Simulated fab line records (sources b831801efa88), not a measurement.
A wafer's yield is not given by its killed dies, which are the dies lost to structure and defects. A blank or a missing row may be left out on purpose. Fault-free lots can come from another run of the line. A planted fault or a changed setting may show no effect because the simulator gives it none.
fab line records -- flow sky130
record: lots: 6, wafers: 18, lastDay: 50
route steps=708 shown VIA2@521 METAL3@532 PAD_OPEN@708
lots that met no fault: from a run of the same line without faults
startH: start of the lot's first displayed wafer, in hours after the record's first day -- waitH: hours since the lot's step before -- " the same as in the row above -- L1.1+2: several wafers, shown together as one row -- - no value, or no start given -- * or withheld: withheld -- < > ~ a bound
route shown NAME@n: a module of which the file shows steps, and the number in the route of the first -- usual: the fault-free wafers' mean and standard deviation -- same: alike in all rows -- chamber/n: place in a boat -- sites: readings site by site -- _std_site: how widely they spread, as a standard deviation -- _edge_site: mean of outer sites minus mean of inner sites -- radiusMm: how far each site lies from the wafer's centre -- mask NAME#n: copy n -- behind: the most recent tool/chamber to have shaped the wafer -- hold: the reason the lot was held/the length of the hold in hours/how it ended -- device: the n, p or np transistor that did not switch -- end of line: tests of these same wafers at the route's end -- for a step that has no rows: nothing shown but its recipe -- killed: count of dies lost to structure and defects at first sort (not the wafer's yield) -- map: dies across one wafer; x = killed, . = not, _ = none there
set.NAME: the setting that was run; set.NAME@STEP: the one run at that earlier step -- model.NAME: the simulator's own value behind a step, which no gauge read
certain route steps with their lots: each step a table, each wafer a row
services: the hour from which a tool's chamber was out of use, counted from the record's first day as startH (under 0 if before that day), plus the number of hours and why
== steps ==
step: SKY_VIA2_ETCH_14
recipe: chemistry: N2/H2, target: BARC, ionEnergyEv: 200, sourceW: 500, biasW: 100, pressureMtorr: 30, n2FlowSccm: 100, h2FlowSccm: 200, stopOn: SiO2, timeS: 45.9, targetDepthA: 600
usual: drypumpMotorCurrentA: 5.6/0.5, oesProductAu: 0.855/0.0049, throttleValvePct: 13.224/0.0092
lot.wafer,tool,chamber,startH,waitH,drypumpMotorCurrentA,oesProductAu,rfHoursCounterH,throttleValvePct
L206.3,rieDiel-01,2,857.65,0.0,6.4,0.848,8,13.221
L206.4,rieDiel-01,0,857.65,0.0,5.3,0.845,8,13.225
L206.6,rieDiel-01,2,857.65,0.0,6.4,0.855,-,13.227
L212.1,rieDiel-01,2,904.46,0.0,6.4,0.847,9,13.211
L212.2,rieDiel-01,1,904.46,0.0,5.3,0.858,15,13.220
L212.6,rieDiel-01,3,904.46,0.0,5.1,0.859,-,13.226
L216.2,rieDiel-01,2,941.90,0.0,6.4,0.853,10,13.238
L216.4,rieDiel-01,1,941.90,0.0,5.3,0.859,16,13.236
L216.6,rieDiel-01,2,941.90,0.0,6.4,0.861,-,13.216
L226.1,rieDiel-01,3,996.18,0.0,5.1,0.847,8,13.239
L226.4,rieDiel-01,0,996.18,0.0,5.3,0.855,11,13.222
L226.6,rieDiel-01,2,996.18,0.0,6.4,0.865,-,13.236
L225.3,rieDiel-04,3,997.66,0.0,5.9,0.849,11,13.231
L225.4,rieDiel-04,0,997.66,0.0,5.7,0.851,18,13.216
L225.5,rieDiel-04,2,997.66,0.0,6.3,0.856,-,13.225
L229.1,rieDiel-01,0,1014.33,0.0,5.3,0.852,12,13.231
L229.5,rieDiel-01,1,1014.33,0.0,5.3,0.845,-,13.225
L229.6,rieDiel-01,0,1014.33,0.0,5.3,0.856,-,13.228
step: SKY_VIA2_ETCH_15
recipe: target: SiO2, chemistry: C4F8/O2/Ar, targetDepthNm: 546, stopOn: TiN, maskMaterial: KrF-thick, sourceW: 1500, biasW: 1200, pressureMtorr: 40, c4f8FlowSccm: withheld, O2_flow_sccm: 6, Ar_flow_sccm: 300, timeS: 84
step: SKY_VIA2_STRIP_16
recipe: chemistry: O2/N2, powerW: 1400, pressureMtorr: 1500, platenTempC: withheld, o2FlowSccm: 3000, n2FlowSccm: 300, overashFraction: 0.5
step: SKY_VIA2_STRIP_17
recipe: chemistry: postEtchResidueRemover, timeS: 1200, tempC: 72.5
step: SKY_VIA2_CLEAN_18
recipe: chemistry: IPA, timeS: 180, tempC: 25
step: SKY_VIA2_CLEAN_19
recipe: chemistry: O3/DIW, dry: n2Spin
step: SKY_VIA2_SPUTTER_20
recipe: material: TiN, targetThkNm: 20, chamberPressurePa: 5, powerW: 4000, timeS: 80
usual: cathodeDcPowerW: 4000.0/0.79, chamberPressurePa: 5.001/0.0099, throttleValvePct: 29.5/0.69
lot.wafer,tool,chamber,startH,waitH,cathodeDcPowerW,chamberPressurePa,throttleValvePct
L206.3,pvdSputter-04,-,858.38,0.0,3999.1,5.005,29.7
L206.4,pvdSputter-04,-,858.38,0.0,3999.8,5.007,29.8
L206.6,pvdSputter-04,-,858.38,0.0,4000.8,5.023,29.6
L212.1,pvdSputter-04,-,905.23,0.0,4000.1,4.990,29.3
L212.2,pvdSputter-04,-,905.23,0.0,4000.5,5.008,29.2
L212.6,pvdSputter-04,-,905.23,0.0,4001.7,5.000,29.1
L216.2,pvdSputter-01,-,942.60,0.0,3999.8,4.989,28.5
L216.4,pvdSputter-01,-,942.60,0.0,3998.9,5.008,30.9
L216.6,pvdSputter-01,-,942.60,0.0,3999.3,5.006,31.1
L226.1,pvdSputter-03,-,996.89,0.0,4001.4,5.004,29.8
L226.4,pvdSputter-03,-,996.89,0.0,3999.8,5.006,30.8
L226.6,pvdSputter-03,-,996.89,0.0,3999.6,5.005,29.7
L225.3,pvdSputter-04,-,998.41,0.0,4000.4,4.994,29.5
L225.4,pvdSputter-04,-,998.41,0.0,3999.4,4.993,29.6
L225.5,pvdSputter-04,-,998.41,0.0,4000.4,5.002,29.7
L229.1,pvdSputter-03,-,1015.10,0.0,3999.7,5.011,28.9
L229.5,pvdSputter-03,-,1015.10,0.0,4000.1,5.007,29.1
L229.6,pvdSputter-03,-,1015.10,0.0,4000.9,5.001,30.9
step: SKY_VIA2_CVD_21
recipe: material: W, targetThkNm: 420, timeS: 126.4, tempC: 400, pressureTorr: 40
usual: heaterPowerOuterW: 610/87, heaterPowerW: 963/83, susceptorTempC: 399.99/0.21
lot.wafer,tool,chamber,startH,waitH,heaterPowerOuterW,heaterPowerW,susceptorTempC
L206.3,cvdW-02,1,858.48,0.1,565,974,400.02
L206.4,cvdW-02,0,858.48,0.1,737,1050,399.77
L206.6,cvdW-02,0,858.48,0.1,739,1069,400.00
L212.1,cvdW-02,0,905.29,0.0,736,1053,399.94
L212.2,cvdW-02,1,905.29,0.0,575,937,399.87
L212.6,cvdW-02,1,905.29,0.0,573,938,400.17
L216.2,cvdW-02,1,942.67,0.0,561,966,399.79
L216.4,cvdW-02,0,942.67,0.0,736,1081,400.00
L216.6,cvdW-02,1,942.67,0.0,570,966,399.81
L226.1,cvdW-02,1,996.95,0.0,575,990,399.59
L226.4,cvdW-02,1,996.95,0.0,575,961,399.72
L226.6,cvdW-02,1,996.95,0.0,579,984,399.64
L225.3,cvdW-01,0,998.52,0.1,503,841,399.76
L225.4,cvdW-01,1,998.52,0.1,542,903,399.95
L225.5,cvdW-01,0,998.52,0.1,503,836,400.02
L229.1,cvdW-01,0,1015.16,0.0,509,830,400.11
L229.5,cvdW-01,1,1015.16,0.0,545,888,399.88
L229.6,cvdW-01,0,1015.16,0.0,505,817,399.82
step: SKY_VIA2_RS_MEAS_22
recipe: thkMeasGauge: four-point-probe, reads: W_of_VIA2_CVD_21+TiN_of_VIA2_SPUTTER_20
usual: VIA2_W_RS: 0.271/0.0044
lot.wafer,tool,chamber,startH,waitH,VIA2_W_RS[ohm/sq]
L206.3,filmMetro-03,-,858.61,0.1,0.273
L206.4,filmMetro-03,-,858.61,0.1,0.267
L206.6,filmMetro-03,-,858.61,0.1,0.266
L212.1,filmMetro-02,-,905.42,0.1,0.266
L212.2,filmMetro-02,-,905.42,0.1,0.275
L212.6,filmMetro-02,-,905.42,0.1,0.276
L216.2,filmMetro-03,-,942.82,0.1,0.276
L216.4,filmMetro-03,-,942.82,0.1,0.269
L216.6,filmMetro-03,-,942.82,0.1,0.278
L226.1,filmMetro-03,-,997.08,0.1,0.267
L226.4,filmMetro-03,-,997.08,0.1,0.268
L226.6,filmMetro-03,-,997.08,0.1,0.270
L225.3,filmMetro-01,-,998.65,0.1,0.276
L225.4,filmMetro-01,-,998.65,0.1,0.268
L225.5,filmMetro-01,-,998.65,0.1,0.271
L229.1,filmMetro-02,-,1015.29,0.1,0.277
L229.5,filmMetro-02,-,1015.29,0.1,0.271
L229.6,filmMetro-02,-,1015.29,0.1,0.275
step: SKY_VIA2_THK_MEAS_23
recipe: thkMeasGauge: xrf, reads: W_of_VIA2_CVD_21
usual: VIA2_W_THK: 415/7.8
lot.wafer,tool,chamber,startH,waitH,VIA2_W_THK[nm]
L206.3,filmMetro-03,-,858.71,0.1,409
L206.4,filmMetro-03,-,858.71,0.1,417
L206.6,filmMetro-03,-,858.71,0.1,420
L212.1,filmMetro-02,-,905.54,0.1,424
L212.2,filmMetro-02,-,905.54,0.1,413
L212.6,filmMetro-02,-,905.54,0.1,407
L216.2,filmMetro-03,-,942.93,0.1,413
L216.4,filmMetro-03,-,942.93,0.1,423
L216.6,filmMetro-03,-,942.93,0.1,412
L226.1,filmMetro-03,-,997.20,0.1,425
L226.4,filmMetro-03,-,997.20,0.1,423
L226.6,filmMetro-03,-,997.20,0.1,422
L225.3,filmMetro-01,-,998.75,0.1,404
L225.4,filmMetro-01,-,998.75,0.1,414
L225.5,filmMetro-01,-,998.75,0.1,411
L229.1,filmMetro-02,-,1015.41,0.1,410
L229.5,filmMetro-02,-,1015.41,0.1,423
L229.6,filmMetro-02,-,1015.41,0.1,414
step: SKY_VIA2_CMP_24
recipe: stopOn: SiO2, tOverpolishS: 20, downForcePsi: 3.5, platenRpm: 60, targetThkNm: 0, padVelocityMS: 0.94248
step: SKY_METAL3_SPUTTER_00
recipe: material: Ti, targetThkNm: 15, powerW: 3000, timeS: 10, chamberPressurePa: 0.4
usual: cathodeDcPowerW: 3000.0/0.54, chamberPressurePa: 0.4000/0.00079, throttleValvePct: 29.7/0.84
lot.wafer,tool,chamber,startH,waitH,cathodeDcPowerW,chamberPressurePa,throttleValvePct
L206.3,pvdSputter-02,-,859.05,0.1,2999.8,0.3989,30.9
L206.4,pvdSputter-02,-,859.05,0.1,2999.4,0.4009,30.0
L206.6,pvdSputter-02,-,859.05,0.1,3000.1,0.3989,30.9
L212.1,pvdSputter-01,-,905.90,0.1,2999.5,0.4008,28.5
L212.2,pvdSputter-01,-,905.90,0.1,3000.4,0.4004,29.1
L212.6,pvdSputter-01,-,905.90,0.1,2998.9,0.4012,28.3
L216.2,pvdSputter-02,-,943.28,0.1,3000.5,0.3993,30.5
L216.4,pvdSputter-02,-,943.28,0.1,2999.4,0.4007,31.2
L216.6,pvdSputter-02,-,943.28,0.1,3000.9,0.4006,30.5
L226.1,pvdSputter-01,-,997.56,0.2,3000.3,0.3988,30.8
L226.4,pvdSputter-01,-,997.56,0.2,2999.7,0.3993,29.1
L226.6,pvdSputter-01,-,997.56,0.2,3000.6,0.4005,29.1
L225.3,pvdSputter-01,-,999.09,0.1,2998.9,0.4005,29.1
L225.4,pvdSputter-01,-,999.09,0.1,3000.3,0.3986,30.9
L225.5,pvdSputter-01,-,999.09,0.1,2999.4,0.3984,31.0
L229.1,pvdSputter-03,-,1015.77,0.1,3000.1,0.3998,29.8
L229.5,pvdSputter-03,-,1015.77,0.1,3000.0,0.4005,29.7
L229.6,pvdSputter-03,-,1015.77,0.1,2999.8,0.4022,31.0
step: SKY_METAL3_SPUTTER_01
recipe: material: TiN, targetThkNm: 20, powerW: 6500, timeS: 16.7, chamberPressurePa: 0.4
usual: cathodeDcPowerW: 6500.2/1.1, chamberPressurePa: 0.4001/0.00077, throttleValvePct: 29.6/0.85
lot.wafer,tool,chamber,startH,waitH,cathodeDcPowerW,chamberPressurePa,throttleValvePct,model.TiN_of_METAL3_SPUTTER_01.thkNm
L206.3,pvdSputter-02,-,859.07,0.0,6499.0,0.4014,30.8,19.71
L206.4,pvdSputter-02,-,859.07,0.0,6500.6,0.4002,30.4,19.42
L206.6,pvdSputter-02,-,859.07,0.0,6499.3,0.4010,31.1,19.67
L212.1,pvdSputter-01,-,905.92,0.0,6499.8,0.4000,28.3,19.71
L212.2,pvdSputter-01,-,905.92,0.0,6499.7,0.3988,29.0,19.9
L212.6,pvdSputter-01,-,905.92,0.0,6500.5,0.3999,28.4,19.74
L216.2,pvdSputter-02,-,943.30,0.0,6499.6,0.4009,30.6,19.76
L216.4,pvdSputter-02,-,943.30,0.0,6501.6,0.3989,31.0,19.68
L216.6,pvdSputter-02,-,943.30,0.0,6501.4,0.3988,30.4,19.61
L226.1,pvdSputter-01,-,997.59,0.0,7528.9,0.4016,31.0,23.17
L226.4,pvdSputter-01,-,997.59,0.0,6501.0,0.3993,28.9,20.4
L226.6,pvdSputter-01,-,997.59,0.0,6497.2,0.3986,29.3,20.38
L225.3,pvdSputter-01,-,999.11,0.0,6499.9,0.4008,29.0,20.17
L225.4,pvdSputter-01,-,999.11,0.0,7532.7,0.4005,30.7,22.75
L225.5,pvdSputter-01,-,999.11,0.0,7533.1,0.3996,30.8,22.78
L229.1,pvdSputter-03,-,1015.79,0.0,6500.2,0.3993,29.5,20.16
L229.5,pvdSputter-03,-,1015.79,0.0,6499.8,0.3995,30.0,19.77
L229.6,pvdSputter-03,-,1015.79,0.0,6499.2,0.3994,31.0,20.12
step: SKY_METAL3_SPUTTER_02
recipe: material: AlCu, targetThkNm: 735, powerW: 10600, timeS: 39.1, chamberPressurePa: 0.4
usual: cathodeDcPowerW: 10600/1.8, chamberPressurePa: 0.3999/0.00076, throttleValvePct: 29.6/0.85
lot.wafer,tool,chamber,startH,waitH,cathodeDcPowerW,chamberPressurePa,throttleValvePct
L206.3,pvdSputter-02,-,859.10,0.0,10599,0.3993,31.1
L206.4,pvdSputter-02,-,859.10,0.0,10600,0.4003,30.0
L206.6,pvdSputter-02,-,859.10,0.0,10601,0.3995,30.9
L212.1,pvdSputter-01,-,905.94,0.0,10598,0.3993,28.5
L212.2,pvdSputter-01,-,905.94,0.0,10601,0.3993,29.2
L212.6,pvdSputter-01,-,905.94,0.0,10598,0.3991,28.7
L216.2,pvdSputter-02,-,943.32,0.0,10599,0.4007,30.5
L216.4,pvdSputter-02,-,943.32,0.0,10598,0.3989,31.0
L216.6,pvdSputter-02,-,943.32,0.0,10601,0.3988,30.3
L226.1,pvdSputter-01,-,997.61,0.0,10599,0.4000,30.7
L226.4,pvdSputter-01,-,997.61,0.0,10604,0.4000,29.1
L226.6,pvdSputter-01,-,997.61,0.0,10599,0.3999,29.0
L225.3,pvdSputter-01,-,999.13,0.0,10602,0.3995,28.9
L225.4,pvdSputter-01,-,999.13,0.0,10602,0.4002,30.6
L225.5,pvdSputter-01,-,999.13,0.0,10598,0.3997,30.9
L229.1,pvdSputter-03,-,1015.82,0.0,10600,0.3989,29.5
L229.5,pvdSputter-03,-,1015.82,0.0,10602,0.3986,29.5
L229.6,pvdSputter-03,-,1015.82,0.0,10603,0.4006,30.6
step: SKY_PAD_OPEN_PROBE_99
usual: defectLimitedYield: 82.4/1.9, killed_at_M0_to_M3: 43/7.5, killed_at_M4_up: 3.2/1.9, killedAtContacts: 24/4.9, killedAtFrontEnd: 15/4.3, killedAtOther: 0.4/0.72, killedDies: 86/9.1, killedOpen: 47/6.5, killedShort: 39/6.5, sort_bin_3_pad_short: 0.9/0.43, sort_bin_5_function: 10.4/1.3, sort_bin_6_memory: 6.3/1.2, sortNPass: 406/9.1, sortYieldPct: 82.4/1.9
same: grossDies: 492, killedAtBackSide: 0, sort_bin_4_leakage[%]: 0, sort_bin_8_speed[%]: 0
lot.wafer,tool,chamber,startH,waitH,defectLimitedYield[%],killed_at_M0_to_M3,killed_at_M4_up,killedAtContacts,killedAtFrontEnd,killedAtOther,killedDies,killedOpen,killedShort,sort_bin_3_pad_short[%],sort_bin_5_function[%],sort_bin_6_memory[%],sortNPass,sortYieldPct[%]
L206.3,prober-02,-,1086.18,0.2,83.3,36,6,25,15,0,82,38,44,0.8,11.0,4.9,410,83.3
L206.4,prober-02,-,1086.23,0.2,80.9,43,4,25,22,0,94,44,49,1.6,10.8,6.7,398,80.9
L206.6,prober-02,-,1086.33,0.2,83.5,36,3,28,14,0,81,39,41,0.4,8.7,7.3,411,83.5
L212.1,prober-02,-,1123.42,0.1,83.1,47,7,21,8,0,83,42,41,0.4,8.9,7.5,409,83.1
L212.2,prober-02,-,1123.47,0.1,82.5,40,0,32,14,0,86,56,30,0.8,10.0,6.7,406,82.5
L212.6,prober-02,-,1123.67,0.2,84.1,35,2,27,10,4,78,47,31,1.6,9.1,5.1,414,84.1
L226.1,prober-01,-,1191.11,0.1,86.0,25,1,27,16,0,69,42,27,0.4,10.4,3.3,423,86.0
L226.4,prober-01,-,1191.26,0.2,84.6,43,3,20,10,0,76,40,36,0.8,9.6,5.1,416,84.6
L226.6,prober-01,-,1191.36,0.2,80.5,57,3,23,13,0,96,48,44,1.0,11.8,6.7,396,80.5
L229.1,prober-01,-,1207.90,0.1,82.5,59,2,17,8,0,86,49,37,1.0,9.8,6.7,406,82.5
L229.5,prober-01,-,1208.10,0.2,83.3,46,5,22,9,0,82,43,39,0.8,11.0,4.9,410,83.3
L229.6,prober-01,-,1208.15,0.2,80.7,45,4,30,16,0,95,54,40,1.2,11.0,7.1,397,80.7
killed by level:class
L206.3 CONTACT:geometricParticle:short=8 VIA1:geometricParticle:open=8 LI_CONTACT:geometricParticle:open=7 METAL2:geometricParticle:short=7 CONTACT:geometricParticle:open=6 VIA2:geometricParticle:open=5 METAL4:geometricParticle:short=5 FIELD_ISO:geometricParticle:short=4
L206.4 CONTACT:geometricParticle:open=11 METAL3:geometricParticle:short=9 VIA1:geometricParticle:short=8 VIA1:geometricParticle:open=7 FIELD_ISO:geometricParticle:open=5 POLY_GATE:geometricParticle:open=5 LI_CONTACT:geometricParticle:open=5 METAL2:geometricParticle:short=5
L206.6 VIA1:geometricParticle:open=9 LI_CONTACT:geometricParticle:open=7 CONTACT:geometricParticle:open=7 METAL1:geometricParticle:short=7 CONTACT:geometricParticle:short=6 POLY_GATE:geometricParticle:open=5 LOCAL_INTERCONNECT:geometricParticle:short=5 VIA1:geometricParticle:short=4
L212.1 VIA1:geometricParticle:open=14 VIA3:geometricParticle:open=10 LI_CONTACT:geometricParticle:short=6 CONTACT:geometricParticle:short=5 VIA1:geometricParticle:short=5 VIA2:geometricParticle:short=5 VIA2:geometricParticle:open=5 METAL4:geometricParticle:short=5
L212.2 CONTACT:geometricParticle:open=12 VIA1:geometricParticle:open=11 LI_CONTACT:geometricParticle:open=11 CONTACT:geometricParticle:short=6 METAL3:geometricParticle:short=5 VIA3:geometricParticle:open=5 POLY_GATE:geometricParticle:open=4 VIA2:geometricParticle:open=4
L212.6 CONTACT:geometricParticle:open=11 VIA1:geometricParticle:open=11 LI_CONTACT:geometricParticle:open=8 METAL2:geometricParticle:short=7 FIELD_ISO:geometricParticle:open=4 VIA1:geometricParticle:short=4 VIA2:geometricParticle:open=3 CONTACT:geometricParticle:short=3
L226.1 CONTACT:geometricParticle:open=9 FIELD_ISO:geometricParticle:open=8 LI_CONTACT:geometricParticle:open=7 VIA1:geometricParticle:open=6 CONTACT:geometricParticle:short=6 FIELD_ISO:geometricParticle:short=4 VIA3:geometricParticle:open=4 POLY_GATE:geometricParticle:short=3
L226.4 VIA1:geometricParticle:open=9 VIA3:geometricParticle:open=9 CONTACT:geometricParticle:short=7 LI_CONTACT:geometricParticle:open=5 CONTACT:geometricParticle:open=5 METAL1:geometricParticle:short=5 VIA1:geometricParticle:short=4 VIA2:geometricParticle:short=4
L226.6 VIA1:geometricParticle:open=13 CONTACT:geometricParticle:open=11 VIA1:geometricParticle:short=9 METAL1:geometricParticle:short=8 VIA3:geometricParticle:open=6 METAL2:geometricParticle:short=6 VIA2:geometricParticle:open=6 LI_CONTACT:geometricParticle:open=4
L229.1 VIA1:geometricParticle:open=14 VIA2:geometricParticle:open=11 LOCAL_INTERCONNECT:geometricParticle:short=7 METAL1:geometricParticle:short=7 METAL2:geometricParticle:short=7 METAL3:geometricParticle:short=6 VIA3:geometricParticle:open=6 LI_CONTACT:geometricParticle:open=5
L229.5 METAL2:geometricParticle:short=11 VIA1:geometricParticle:open=9 CONTACT:geometricParticle:open=8 VIA3:geometricParticle:open=7 LI_CONTACT:geometricParticle:open=5 FIELD_ISO:geometricParticle:open=4 CONTACT:geometricParticle:short=4 METAL1:geometricParticle:short=4
L229.6 CONTACT:geometricParticle:open=14 VIA1:geometricParticle:open=9 LI_CONTACT:geometricParticle:open=7 VIA2:geometricParticle:open=7 FIELD_ISO:geometricParticle:short=6 FIELD_ISO:geometricParticle:open=5 CONTACT:geometricParticle:short=5 METAL1:geometricParticle:short=5
== services ==
tool,chamber,startH,hours,kind
pvdSputter-04,-,835.57,3.9,repair
cvdW-02,1,839.33,16.2,repair
pvdSputter-04,-,871.07,0.6,repair
pvdSputter-04,-,878.24,1.3,repair
rieDiel-04,-,890.00,14.6,pm
cvdW-01,-,904.00,14.0,pm
rieDiel-04,3,906.95,4.3,repair
rieDiel-01,-,909.10,1.2,repair
pvdSputter-01,0,910.55,-,consumableReplace:kit
pvdSputter-01,0,910.55,18.0,scheduledDown
pvdSputter-01,0,910.55,18.0,ventCycle
rieDiel-01,-,917.14,0.2,repair
pvdSputter-02,0,920.13,-,consumableReplace:kit
pvdSputter-02,0,920.13,18.0,scheduledDown
pvdSputter-02,-,941.62,1.5,repair
rieDiel-01,-,963.40,0.4,repair
rieDiel-01,-,964.54,0.3,repair
pvdSputter-01,-,972.30,1.1,repair
rieDiel-01,-,982.29,2.8,pm
cvdW-01,-,983.00,0.6,repair
rieDiel-04,0,983.83,3.4,repair
pvdSputter-03,-,998.02,3.0,repair
pvdSputter-03,-,1011.24,1.3,repair
rieDiel-01,2,1012.16,4.9,repair
== key ==
firstSign: step: SKY_METAL3_SPUTTER_01, reading: cathodeDcPowerW, direction: up, sigmas: 99+, usual: 6500.2, struck: 7531.6
effect none on later readings
modelEffect: step: SKY_METAL3_SPUTTER_01, value: TiN_of_METAL3_SPUTTER_01.thkNm, without: 19.73, struck: 22.9
metAt SKY_METAL3_SPUTTER_01
struckWafers L225.4,L225.5,L226.1
fault: kind: processParameterDrift, tool: pvdSputter-01, chamber: -, onsetH: 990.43, steps: SKY_METAL3_SPUTTER_01, channel: powerW, offset: *, shape: step, endH: 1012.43, actsIn: *, stated: *, scope: struckWafersOnly
